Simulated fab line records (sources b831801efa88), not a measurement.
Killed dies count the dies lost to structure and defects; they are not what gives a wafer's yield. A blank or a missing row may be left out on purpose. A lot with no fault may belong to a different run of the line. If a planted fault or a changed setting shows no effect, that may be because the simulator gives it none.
fab line records    flow gf180mcu
[record] lots = 24  wafers = 72  last-day = 34
route steps=602 shown STI@16 VT_IMPLANT@97 POLY_GATE@175
lots that met no fault: taken from a fault-free run of the same line
start-h: the number of hours between the record's first day and the start of the first shown wafer of the lot    wait-h: hours from the lot's prior step to this one    " as in the row above    L1.1+2: a single row standing in for several wafers    - no value, or no start was given    * or withheld: withheld    < > ~ a bound
route shown NAME@n: NAME is a module with steps in the file, n the number in the route of the first one    usual: mean/standard deviation taken from wafers without a fault    same: alike in all rows    chamber/n: place in a boat    sites: readings site by site    _std_site: the standard deviation of these    _edge_site: the outer-site mean with the inner-site mean subtracted    radius-mm: how far each site lies from the wafer's centre    mask NAME#n: copy n    behind: the tool/chamber that last shaped the wafer    hold: cause of the lot's hold/its duration in hours/its outcome    device: names the non-switching transistor (n, p or np)    end of line: the route-end tests of the same wafers    a step without rows: its recipe alone    killed: count of dies lost to structure and defects at first sort (not the wafer's yield)    map: a wafer's dies, x killed, . not, _ none there
set.NAME: the setting the step ran with; set.NAME@STEP: the setting that earlier step ran with    model.NAME: the simulator's own value behind a step, which no gauge read
route steps across a sampled set of lots; one table per step, one row per wafer
services: a tool's chamber out of use, with start hour (start-h, from the record's first day; less than 0 if before it), hours out, and reason
[[steps]]
[step GF_STI_STRIP_15]
[recipe] chemistry = O2/N2  power-w = 1400  pressure-mtorr = 1500  platen-temp-c = 250  o2-flow-sccm = 3000  n2-flow-sccm = 300  overash-fraction = 0.5
[usual] drypump-motor-current-A = 5.36/0.28  heater-power-w = 347/46  oes-product-au = 0.384/0.0046  strip-time-to-endpoint-s = 3.73/0.034
lot.wafer  tool             chamber  start-h  wait-h  drypump-motor-current-A  heater-power-w  oes-product-au  rf-hours-counter-h  strip-time-to-endpoint-s
L074.3     plasma-asher-04  0        26.93    0.1     5.58                     332             0.389           -                   3.76
L074.5     "                0        "        "       5.60                     332             0.376           -                   3.79
L074.6     "                1        "        "       4.85                     318             0.388           -                   3.72
L075.1     plasma-asher-04  1        30.23    0.0     4.86                     325             0.381           22                  3.67
L075.2     "                0        "        "       5.60                     333             0.383           22                  3.72
L075.5     "                0        "        "       5.60                     349             0.380           -                   3.73
L076.1     plasma-asher-01  0        35.40    0.0     5.37                     347             0.390           37                  3.72
L076.2     "                1        "        "       5.13                     356             0.390           37                  3.75
L076.5     "                0        "        "       5.36                     339             0.387           -                   3.74
L077.1     plasma-asher-01  1        41.68    0.0     5.11                     360             0.389           37                  3.67
L077.3     "                1        "        "       5.11                     356             0.385           -                   3.72
L077.5     "                1        "        "       5.14                     348             0.386           -                   3.79
L078.2     plasma-asher-01  1        48.13    0.0     5.22                     355             0.388           38                  3.74
L078.3     "                0        "        "       5.37                     345             0.388           -                   3.77
L078.5     "                1        "        "       5.18                     353             0.391           -                   3.76
L079.1     plasma-asher-03  1        52.40    0.0     5.65                     286             0.375           41                  3.71
L079.3     "                1        "        "       5.64                     283             0.377           -                   3.68
L079.6     "                1        "        "       5.63                     294             0.385           -                   3.76
L080.2     plasma-asher-01  0        57.03    0.0     5.38                     343             0.381           39                  3.80
L080.5     "                1        "        "       5.22                     361             0.379           -                   3.77
L080.6     "                0        "        "       5.39                     352             0.394           -                   3.75
L081.2     plasma-asher-01  0        63.25    0.0     5.37                     344             0.382           39                  3.70
L081.4     "                0        "        "       5.37                     349             0.385           -                   3.72
L081.6     "                0        "        "       5.37                     356             0.379           -                   3.71
L082.1     plasma-asher-04  0        66.13    0.0     5.60                     332             0.394           26                  3.77
L082.3     "                1        "        "       4.84                     333             0.376           -                   3.72
L082.6     "                1        "        "       4.84                     320             0.392           -                   3.77
L083.2     plasma-asher-03  0        71.95    0.0     5.47                     428             0.391           43                  3.79
L083.3     "                0        "        "       5.45                     431             0.389           -                   3.76
L083.6     "                1        "        "       5.64                     280             0.385           -                   3.72
L084.4     plasma-asher-04  0        77.97    0.0     5.60                     344             0.375           -                   3.69
L084.5     "                0        "        "       5.58                     339             0.386           -                   3.71
L084.6     "                1        "        "       4.81                     327             0.385           -                   3.73
L085.1     plasma-asher-03  0        81.30    0.0     5.47                     427             0.382           44                  3.69
L085.3     "                1        "        "       5.64                     285             0.387           -                   3.77
L085.4     "                0        "        "       5.44                     423             0.380           -                   3.69
L086.1     plasma-asher-01  0        88.15    0.0     5.39                     346             0.384           42                  3.72
L086.2     "                1        "        "       5.19                     355             0.379           42                  3.67
L086.3     "                1        "        "       5.19                     362             0.382           -                   3.75
L087.1     plasma-asher-03  0        92.53    0.0     5.46                     435             0.378           45                  3.69
L087.3     "                0        "        "       5.44                     416             0.384           -                   3.72
L087.6     "                0        "        "       5.42                     428             0.384           -                   3.75
L088.4     plasma-asher-04  0        97.61    0.1     5.63                     338             0.380           -                   3.72
L088.5     "                0        "        "       5.60                     338             0.380           -                   3.70
L088.6     "                1        "        "       4.86                     334             0.386           -                   3.78
L089.3     plasma-asher-04  0        103.14   0.1     5.61                     347             0.384           -                   3.74
L089.4     "                1        "        "       4.84                     322             0.381           -                   3.74
L089.6     "                1        "        "       4.82                     323             0.383           -                   3.69
L090.2     plasma-asher-03  0        107.58   0.0     5.45                     437             0.384           47                  3.74
L090.3     "                0        "        "       5.47                     427             0.385           -                   3.70
L090.6     "                0        "        "       5.48                     430             0.384           -                   3.68
L091.3     plasma-asher-03  1        112.76   0.1     5.63                     286             0.390           -                   3.77
L091.5     "                0        "        "       5.46                     427             0.391           -                   3.79
L091.6     "                1        "        "       5.62                     288             0.381           -                   3.74
L092.3     plasma-asher-04  1        118.21   0.1     4.83                     333             0.378           -                   3.71
L092.4     "                0        "        "       5.60                     352             0.377           -                   3.77
L092.6     "                1        "        "       4.81                     326             0.383           -                   3.69
L093.1     plasma-asher-03  0        124.60   0.0     5.44                     429             0.384           49                  3.72
L093.5     "                1        "        "       5.63                     283             0.382           -                   3.76
L093.6     "                0        "        "       5.47                     423             0.385           -                   3.73
L094.1     plasma-asher-04  1        130.95   0.0     4.83                     328             0.389           33                  3.72
L094.2     "                0        "        "       5.60                     340             0.375           33                  3.68
L094.4     "                1        "        "       4.83                     328             0.382           -                   3.73
L095.1     plasma-asher-03  0        135.90   0.0     5.47                     421             0.382           50                  3.76
L095.4     "                0        "        "       5.48                     421             0.384           -                   3.71
L095.5     "                1        "        "       5.59                     281             0.384           -                   3.71
L096.2     plasma-asher-03  1        139.95   0.0     5.62                     293             0.394           50                  3.82
L096.4     "                0        "        "       5.48                     423             0.384           -                   3.77
L096.5     "                1        "        "       5.59                     289             0.383           -                   3.79
L097.1     plasma-asher-01  1        145.63   0.0     5.15                     352             0.390           3                   3.73
L097.2     "                0        "        "       5.39                     336             0.386           3                   3.75
L097.3     "                0        "        "       5.37                     331             0.388           -                   3.74
[step GF_STI_CMP_25]
[recipe] stop-on = Si3N4  t-overpolish-s = 33  down-force-psi = 4  platen-rpm = 60  target-thk-nm = 524.6  pad-velocity-m-s = 0.94248
[usual] motor-current-A = 12.3/1.2  overpolish-run-s = 33.001/0.0095  time-to-endpoint-s = 125/5.2
lot.wafer  tool    chamber  start-h  wait-h  motor-current-A  overpolish-run-s  time-to-endpoint-s
L074.3     cmp-02  2        29.15    0.1     12.5             32.996            119
L074.6     "       1        "        "       12.5             32.998            115
L074.5     "       2        "        "       12.8             33.007            121
L075.1     cmp-02  0        33.31    0.1     10.1             33.005            120
L075.2     "       2        "        "       12.0             32.995            118
L075.5     "       3        "        "       10.6             32.988            125
L076.2     cmp-01  0        39.33    0.1     13.4             32.999            128
L076.1     "       2        "        "       13.0             32.984            127
L076.5     "       0        "        "       12.9             33.006            132
L077.3     cmp-02  2        44.32    0.1     12.3             33.021            125
L077.1     "       3        "        "       10.7             32.995            130
L077.5     "       0        "        "       11.1             33.006            124
L078.3     cmp-01  0        49.92    0.0     13.1             33.022            131
L078.2     "       3        "        "       12.3             32.994            123
L078.5     "       1        "        "       14.7             32.993            128
L079.1     cmp-01  3        54.23    0.1     12.2             33.010            126
L079.3     "       0        "        "       14.4             32.999            128
L079.6     "       3        "        "       12.6             32.995            128
L080.2     cmp-02  0        58.86    0.1     10.7             33.002            127
L080.5     "       3        "        "       10.6             33.001            135
L080.6     "       0        "        "       11.0             33.004            129
L081.4     cmp-01  3        65.13    0.1     12.6             32.989            132
L081.2     "       0        "        "       13.4             32.994            132
L081.6     "       2        "        "       12.1             33.013            133
L082.1     cmp-02  3        71.40    0.3     10.6             32.973            129
L082.3     "       1        "        "       11.8             33.002            127
L082.6     "       2        "        "       12.3             33.001            124
L083.3     cmp-01  2        75.00    0.1     13.5             33.018            120
L083.2     "       0        "        "       14.2             33.008            127
L083.6     "       1        "        "       13.8             33.009            122
L084.4     cmp-02  3        79.88    0.2     10.5             32.991            124
L084.5     "       0        "        "       10.6             32.993            121
L084.6     "       1        "        "       12.2             32.996            116
L085.1     cmp-01  3        83.08    0.1     12.2             32.986            114
L085.3     "       0        "        "       14.0             33.002            116
L085.4     "       1        "        "       14.5             32.996            120
L086.3     cmp-01  0        89.95    0.0     14.5             33.002            119
L086.2     "       2        "        "       13.3             32.998            120
L086.1     "       3        "        "       12.8             33.010            117
L087.1     cmp-02  2        94.32    0.1     11.6             32.984            122
L087.3     "       1        "        "       11.9             33.008            125
L087.6     "       3        "        "       10.2             33.019            124
L088.4     cmp-01  0        99.38    0.0     13.4             33.005            122
L088.6     "       0        "        "       13.8             32.989            120
L088.5     "       1        "        "       14.0             33.015            121
L089.4     cmp-01  3        105.39   0.0     11.8             33.011            115
L089.3     "       0        "        "       13.6             32.999            122
L089.6     "       3        "        "       12.6             32.977            117
L090.2     cmp-02  0        112.36   0.1     10.5             32.991            131
L090.3     "       2        "        "       12.3             33.005            127
L090.6     "       0        "        "       11.1             33.006            129
L091.3     cmp-02  3        115.76   0.1     10.9             32.997            136
L091.5     "       1        "        "       12.9             33.004            129
L091.6     "       2        "        "       12.6             32.993            129
L092.3     cmp-01  0        121.12   0.1     13.6             32.996            125
L092.4     "       1        "        "       13.9             33.002            121
L092.6     "       3        "        "       12.4             33.014            117
L093.1     cmp-01  1        126.44   0.1     14.3             33.011            123
L093.6     "       0        "        "       12.5             33.000            123
L093.5     "       1        "        "       13.8             33.002            120
L094.4     cmp-02  3        133.32   0.0     10.9             33.022            133
L094.2     "       1        "        "       12.6             33.003            128
L094.1     "       2        "        "       12.4             33.011            127
L095.1     cmp-02  1        137.70   0.1     12.2             32.986            130
L095.4     "       3        "        "       11.2             32.991            132
L095.5     "       2        "        "       11.9             32.997            126
L096.4     cmp-02  1        142.82   0.0     12.9             33.004            125
L096.2     "       3        "        "       11.0             33.005            127
L096.5     "       2        "        "       12.3             32.991            129
L097.3     cmp-02  0        147.89   0.1     11.1             32.997            128
L097.2     "       1        "        "       12.6             33.008            127
L097.1     "       2        "        "       12.5             33.002            127
[step GF_VT_IMPLANT_OVL_MEAS_07]
[usual] VT_IMPLANT_OVL = 0.0/1.5
lot.wafer  tool        chamber  start-h  wait-h  VT_IMPLANT_OVL[nm]
L074.3     overlay-02  -        112.07   0.1     0.1
L074.5     "           -        "        "       -0.8
L074.6     "           -        "        "       -1.0
L075.1     overlay-02  -        117.78   0.1     0.9
L075.2     "           -        "        "       0.4
L075.5     "           -        "        "       3.4
L076.1     overlay-01  -        124.56   0.1     0.5
L076.2     "           -        "        "       0.1
L076.5     "           -        "        "       1.1
L077.1     overlay-01  -        129.38   0.1     0.9
L077.3     "           -        "        "       -0.5
L077.5     "           -        "        "       1.0
L078.2     overlay-02  -        136.27   0.1     -1.1
L078.3     "           -        "        "       1.5
L078.5     "           -        "        "       -0.8
L079.1     overlay-02  -        142.01   0.1     0.6
L079.3     "           -        "        "       1.2
L079.6     "           -        "        "       0.6
L080.2     overlay-02  -        148.32   0.1     -2.0
L080.5     "           -        "        "       -4.2
L080.6     "           -        "        "       -1.7
L081.2     overlay-02  -        156.77   0.1     -1.3
L081.4     "           -        "        "       -0.2
L081.6     "           -        "        "       -1.4
L082.1     overlay-01  -        163.98   0.1     0.3
L082.3     "           -        "        "       1.4
L082.6     "           -        "        "       0.3
L083.2     overlay-02  -        170.17   0.1     -0.3
L083.3     "           -        "        "       -1.9
L083.6     "           -        "        "       -2.9
L084.4     overlay-02  -        172.71   0.1     -0.5
L084.5     "           -        "        "       -1.8
L084.6     "           -        "        "       -0.1
L085.1     overlay-01  -        176.93   0.1     0.2
L085.3     "           -        "        "       -2.0
L085.4     "           -        "        "       0.1
L086.1     overlay-02  -        186.48   0.1     -3.1
L086.2     "           -        "        "       -1.3
L086.3     "           -        "        "       0.0
L087.1     overlay-02  -        190.61   0.1     -0.3
L087.3     "           -        "        "       -0.1
L087.6     "           -        "        "       0.7
L088.4     overlay-01  -        195.83   0.1     0.3
L088.5     "           -        "        "       -0.2
L088.6     "           -        "        "       -0.4
L089.3     overlay-01  -        206.64   0.1     1.7
L089.4     "           -        "        "       1.6
L089.6     "           -        "        "       1.9
L090.2     overlay-01  -        212.56   0.1     1.2
L090.3     "           -        "        "       -1.0
L090.6     "           -        "        "       -0.2
L091.3     overlay-02  -        215.72   0.1     -2.1
L091.5     "           -        "        "       -1.2
L091.6     "           -        "        "       -0.6
L092.3     overlay-02  -        221.67   0.1     1.5
L092.4     "           -        "        "       2.8
L092.6     "           -        "        "       1.7
L093.1     overlay-02  -        227.71   0.1     0.3
L093.5     "           -        "        "       -0.4
L093.6     "           -        "        "       -0.5
L094.1     overlay-01  -        235.31   0.1     -0.1
L094.2     "           -        "        "       0.6
L094.4     "           -        "        "       -1.0
L095.1     overlay-01  -        241.97   0.1     0.8
L095.4     "           -        "        "       0.1
L095.5     "           -        "        "       0.7
L096.2     overlay-02  -        247.81   0.1     -1.6
L096.4     "           -        "        "       -2.6
L096.5     "           -        "        "       0.7
L097.1     overlay-02  -        252.75   0.1     3.0
L097.2     "           -        "        "       1.5
L097.3     "           -        "        "       3.2
[step GF_VT_IMPLANT_SOFTBAKE_25]
[recipe] temp-c = 90  time-s = 61.75  resist = NOVOLAK
[usual] chill-plate-temp-C = 23.00/0.095  plate-sensor-t-centre-C = 90.755/0.011  plate-sensor-t-edge-C = 90.829/0.011  resist-line-temp-C = 22.97/0.1
lot.wafer  tool            chamber  start-h  wait-h  chill-plate-temp-C  plate-sensor-t-centre-C  plate-sensor-t-edge-C  resist-line-temp-C
L074.3     litho-track-03  0        134.18   0.1     22.98               90.767                   90.802                 23.04
L074.5     "               0        "        "       23.02               90.743                   90.839                 23.01
L074.6     "               0        "        "       22.91               90.739                   90.827                 23.06
L075.1     litho-track-04  0        140.21   0.1     23.21               90.737                   90.830                 23.08
L075.2     "               0        "        "       23.22               90.755                   90.834                 22.78
L075.5     "               0        "        "       23.16               90.725                   90.835                 22.85
L076.1     litho-track-04  0        147.86   0.1     23.04               90.753                   90.814                 23.00
L076.2     "               0        "        "       22.99               90.733                   90.817                 22.97
L076.5     "               0        "        "       23.03               90.771                   90.829                 22.93
L077.1     litho-track-01  0        153.66   0.1     23.18               90.746                   90.821                 23.10
L077.3     "               0        "        "       23.15               90.762                   90.817                 22.96
L077.5     "               0        "        "       23.17               90.762                   90.824                 23.01
L078.2     litho-track-01  0        159.88   0.1     22.88               90.747                   90.824                 22.82
L078.3     "               0        "        "       22.96               90.752                   90.832                 22.97
L078.5     "               0        "        "       22.97               90.750                   90.836                 22.97
L079.1     litho-track-01  0        165.51   0.1     23.06               90.751                   90.849                 23.07
L079.3     "               0        "        "       22.73               90.756                   90.842                 22.92
L079.6     "               0        "        "       22.94               90.745                   90.803                 22.87
L080.2     litho-track-04  0        172.33   0.1     22.99               90.757                   90.823                 23.02
L080.5     "               0        "        "       22.89               90.764                   90.827                 22.90
L080.6     "               0        "        "       22.96               90.741                   90.822                 22.81
L081.2     litho-track-01  0        180.48   0.1     22.90               90.746                   90.799                 22.79
L081.4     "               0        "        "       22.86               90.760                   90.836                 22.93
L081.6     "               0        "        "       23.01               90.756                   90.839                 22.99
L082.1     litho-track-01  0        188.21   0.1     22.89               90.757                   90.820                 22.72
L082.3     "               0        "        "       23.05               90.766                   90.838                 22.72
L082.6     "               0        "        "       22.97               90.780                   90.806                 22.77
L083.2     litho-track-04  0        194.78   0.1     22.84               90.766                   90.841                 22.93
L083.3     "               0        "        "       22.97               90.760                   90.848                 22.86
L083.6     "               0        "        "       22.90               90.758                   90.830                 23.03
L084.4     litho-track-03  0        197.90   0.1     22.91               90.755                   90.826                 23.00
L084.5     "               0        "        "       23.07               90.748                   90.824                 23.12
L084.6     "               0        "        "       23.00               90.762                   90.821                 22.98
L085.1     litho-track-04  0        202.86   0.1     22.98               90.754                   90.815                 22.90
L085.3     "               0        "        "       23.04               90.776                   90.827                 23.12
L085.4     "               0        "        "       22.95               90.747                   90.842                 23.02
L086.1     litho-track-01  0        212.26   0.1     22.98               90.761                   90.829                 22.93
L086.2     "               0        "        "       23.06               90.766                   90.838                 23.02
L086.3     "               0        "        "       22.84               90.753                   90.836                 23.04
L087.1     litho-track-01  0        215.76   0.1     22.95               90.739                   90.820                 22.87
L087.3     "               0        "        "       23.05               90.759                   90.828                 23.04
L087.6     "               0        "        "       23.04               90.760                   90.824                 23.00
L088.4     litho-track-01  0        222.03   0.1     22.94               90.754                   90.837                 23.03
L088.5     "               0        "        "       23.04               90.762                   90.831                 23.06
L088.6     "               0        "        "       23.16               90.762                   90.821                 23.01
L089.3     litho-track-01  0        233.16   0.1     23.02               90.748                   90.821                 22.98
L089.4     "               0        "        "       22.99               90.757                   90.833                 23.00
L089.6     "               0        "        "       23.12               90.752                   90.817                 22.88
L090.2     litho-track-03  0        240.35   0.1     23.12               90.760                   90.824                 22.99
L090.3     "               0        "        "       23.16               90.733                   90.833                 22.98
L090.6     "               0        "        "       23.08               90.736                   90.821                 23.05
L091.3     litho-track-04  0        242.76   0.1     23.00               90.758                   90.829                 23.04
L091.5     "               0        "        "       23.15               90.761                   90.816                 22.85
L091.6     "               0        "        "       23.05               90.750                   90.824                 22.94
L092.3     litho-track-01  0        249.60   0.1     22.77               90.762                   90.839                 23.00
L092.4     "               0        "        "       22.92               90.748                   90.821                 23.09
L092.6     "               0        "        "       22.83               90.790                   90.837                 22.89
L093.1     litho-track-01  0        254.15   0.1     23.17               90.753                   90.827                 23.09
L093.5     "               0        "        "       22.94               90.766                   90.828                 22.98
L093.6     "               0        "        "       23.05               90.763                   90.827                 23.00
L094.1     litho-track-04  0        263.26   0.1     22.98               90.764                   90.846                 22.94
L094.2     "               0        "        "       22.99               90.767                   90.830                 22.92
L094.4     "               0        "        "       23.02               90.740                   90.844                 23.07
L095.1     litho-track-04  0        269.86   0.1     23.08               90.775                   90.830                 22.77
L095.4     "               0        "        "       22.96               90.737                   90.832                 22.92
L095.5     "               0        "        "       23.04               90.770                   90.838                 22.68
L096.2     litho-track-03  0        276.70   0.1     22.92               90.752                   90.823                 22.93
L096.4     "               0        "        "       22.97               90.746                   90.836                 22.79
L096.5     "               0        "        "       22.90               90.742                   90.826                 23.04
L097.1     litho-track-03  0        281.82   0.1     22.96               90.747                   90.839                 23.14
L097.2     "               0        "        "       22.97               90.749                   90.815                 22.91
L097.3     "               0        "        "       22.85               90.758                   90.816                 22.93
[step GF_VT_IMPLANT_TW_MEAS_43]
[usual] VT_IMPLANT_4_TW = 689/3.4
lot.wafer  tool           chamber  start-h  wait-h  VT_IMPLANT_4_TW
L074.3     film-metro-03  -        157.13   0.1     692
L074.5     "              -        "        "       688
L074.6     "              -        "        "       690
L075.1     film-metro-03  -        164.60   0.1     693
L075.2     "              -        "        "       690
L075.5     "              -        "        "       686
L076.1     film-metro-03  -        172.15   0.1     688
L076.2     "              -        "        "       687
L076.5     "              -        "        "       687
L077.1     film-metro-04  -        177.51   0.1     690
L077.3     "              -        "        "       687
L077.5     "              -        "        "       686
L078.2     film-metro-04  -        183.80   0.1     691
L078.3     "              -        "        "       690
L078.5     "              -        "        "       697
L079.1     film-metro-04  -        190.56   0.1     691
L079.3     "              -        "        "       693
L079.6     "              -        "        "       690
L080.2     film-metro-03  -        197.41   0.1     686
L080.5     "              -        "        "       688
L080.6     "              -        "        "       691
L081.2     film-metro-04  -        206.55   0.1     689
L081.4     "              -        "        "       689
L081.6     "              -        "        "       689
L082.1     film-metro-04  -        214.09   0.1     685
L082.3     "              -        "        "       689
L082.6     "              -        "        "       690
L083.2     film-metro-04  -        221.35   0.1     687
L083.3     "              -        "        "       687
L083.6     "              -        "        "       685
L084.4     film-metro-03  -        224.17   0.1     691
L084.5     "              -        "        "       694
L084.6     "              -        "        "       690
L085.1     film-metro-04  -        228.89   0.1     685
L085.3     "              -        "        "       686
L085.4     "              -        "        "       686
L086.1     film-metro-04  -        239.49   0.1     694
L086.2     "              -        "        "       689
L086.3     "              -        "        "       691
L087.1     film-metro-01  -        243.16   0.1     690
L087.3     "              -        "        "       687
L087.6     "              -        "        "       688
L088.4     film-metro-01  -        250.07   0.1     691
L088.5     "              -        "        "       693
L088.6     "              -        "        "       692
L089.3     film-metro-03  -        261.08   0.1     692
L089.4     "              -        "        "       686
L089.6     "              -        "        "       687
L090.2     film-metro-04  -        268.90   0.1     692
L090.3     "              -        "        "       690
L090.6     "              -        "        "       692
L091.3     film-metro-04  -        271.81   0.1     690
L091.5     "              -        "        "       689
L091.6     "              -        "        "       691
L092.3     film-metro-04  -        278.36   0.1     690
L092.4     "              -        "        "       691
L092.6     "              -        "        "       692
L093.1     film-metro-04  -        283.04   0.1     692
L093.5     "              -        "        "       690
L093.6     "              -        "        "       691
L094.1     film-metro-01  -        292.34   0.1     682
L094.2     "              -        "        "       680
L094.4     "              -        "        "       678
L095.1     film-metro-03  -        298.86   0.1     685
L095.4     "              -        "        "       684
L095.5     "              -        "        "       687
L096.2     film-metro-01  -        307.55   0.1     681
L096.4     "              -        "        "       682
L096.5     "              -        "        "       684
L097.1     film-metro-03  -        312.46   0.1     691
L097.2     "              -        "        "       690
L097.3     "              -        "        "       692
[step GF_POLY_GATE_CD_MEAS_18]
[usual] cd-nm = 279.9/1.6
lot.wafer  tool       chamber  start-h  wait-h  cd-nm
L074.3     cd-sem-01  -        203.13   0.1     280.1
L074.5     "          -        "        "       280.8
L074.6     "          -        "        "       280.2
L075.1     cd-sem-02  -        207.39   0.1     280.4
L075.2     "          -        "        "       282.5
L075.5     "          -        "        "       280.6
L076.1     cd-sem-02  -        216.08   0.1     280.9
L076.2     "          -        "        "       277.0
L076.5     "          -        "        "       279.0
L077.1     cd-sem-02  -        219.83   0.1     278.4
L077.3     "          -        "        "       280.4
L077.5     "          -        "        "       279.6
L078.2     cd-sem-01  -        227.85   0.1     283.6
L078.3     "          -        "        "       281.2
L078.5     "          -        "        "       281.4
L079.1     cd-sem-01  -        234.88   0.1     278.7
L079.3     "          -        "        "       278.6
L079.6     "          -        "        "       278.8
L080.2     cd-sem-01  -        240.87   0.1     280.1
L080.5     "          -        "        "       279.3
L080.6     "          -        "        "       279.6
L081.2     cd-sem-02  -        250.85   0.1     279.2
L081.4     "          -        "        "       280.2
L081.6     "          -        "        "       282.1
L082.1     cd-sem-01  -        260.38   0.1     280.5
L082.3     "          -        "        "       280.3
L082.6     "          -        "        "       280.3
L083.2     cd-sem-01  -        266.00   0.1     279.8
L083.3     "          -        "        "       276.7
L083.6     "          -        "        "       279.5
L084.4     cd-sem-01  -        268.70   0.1     277.9
L084.5     "          -        "        "       277.8
L084.6     "          -        "        "       280.0
L085.1     cd-sem-01  -        277.69   0.1     278.4
L085.3     "          -        "        "       278.6
L085.4     "          -        "        "       278.8
L086.1     cd-sem-01  -        287.28   0.1     280.4
L086.2     "          -        "        "       281.1
L086.3     "          -        "        "       279.1
L087.1     cd-sem-02  -        288.63   0.1     281.8
L087.3     "          -        "        "       280.0
L087.6     "          -        "        "       279.7
L088.4     cd-sem-01  -        302.65   0.1     278.1
L088.5     "          -        "        "       277.1
L088.6     "          -        "        "       278.5
L089.3     cd-sem-01  -        308.65   0.1     277.4
L089.4     "          -        "        "       278.3
L089.6     "          -        "        "       277.1
L090.2     cd-sem-02  -        320.68   0.1     282.5
L090.3     "          -        "        "       281.5
L090.6     "          -        "        "       283.2
L091.3     cd-sem-01  -        320.70   0.1     280.1
L091.5     "          -        "        "       279.0
L091.6     "          -        "        "       282.3
L092.3     cd-sem-01  -        327.95   0.1     282.8
L092.4     "          -        "        "       281.5
L092.6     "          -        "        "       282.2
L093.1     cd-sem-01  -        333.45   0.1     278.4
L093.5     "          -        "        "       281.8
L093.6     "          -        "        "       280.2
L094.1     cd-sem-02  -        343.13   0.1     276.9
L094.2     "          -        "        "       279.0
L094.4     "          -        "        "       277.1
L095.1     cd-sem-01  -        349.37   0.1     281.2
L095.4     "          -        "        "       280.4
L095.5     "          -        "        "       280.2
L096.2     cd-sem-02  -        357.11   0.1     278.2
L096.4     "          -        "        "       278.8
L096.5     "          -        "        "       279.3
L097.1     cd-sem-01  -        362.70   0.1     280.8
L097.2     "          -        "        "       280.5
L097.3     "          -        "        "       280.2
[[services]]
tool             chamber  start-h  hours  kind
cmp-02           -        12.51    2.8    repair
cmp-02           -        22.36    0.8    repair
cmp-02           -        48.47    6.0    pm
cmp-01           -        54.48    6.5    pm
cmp-02           -        63.49    2.3    repair
cmp-01           -        67.59    4.0    pm
cmp-01           -        71.59    -      consumable-replace:conditioner
cmp-01           -        71.59    -      consumable-replace:pad
cmp-01           -        102.77   1.7    repair
plasma-asher-01  -        108.75   9.0    pm
plasma-asher-01  0        108.75   9.0    vent-cycle
cmp-01           -        113.41   0.8    repair
plasma-asher-04  -        135.21   1.3    repair
plasma-asher-03  -        146.86   1.5    repair
plasma-asher-03  -        162.87   0.9    repair
cmp-02           -        168.06   3.1    pm
cmp-01           -        171.61   0.8    repair
cmp-02           -        176.01   20.4   pm
cmp-01           -        201.12   3.6    repair
plasma-asher-01  -        202.88   2.8    pm
cmp-01           -        206.24   5.6    pm
cmp-02           -        232.05   4.0    pm
cmp-02           -        236.05   -      consumable-replace:conditioner
cmp-02           -        236.05   -      consumable-replace:pad
[[key]]
fault none
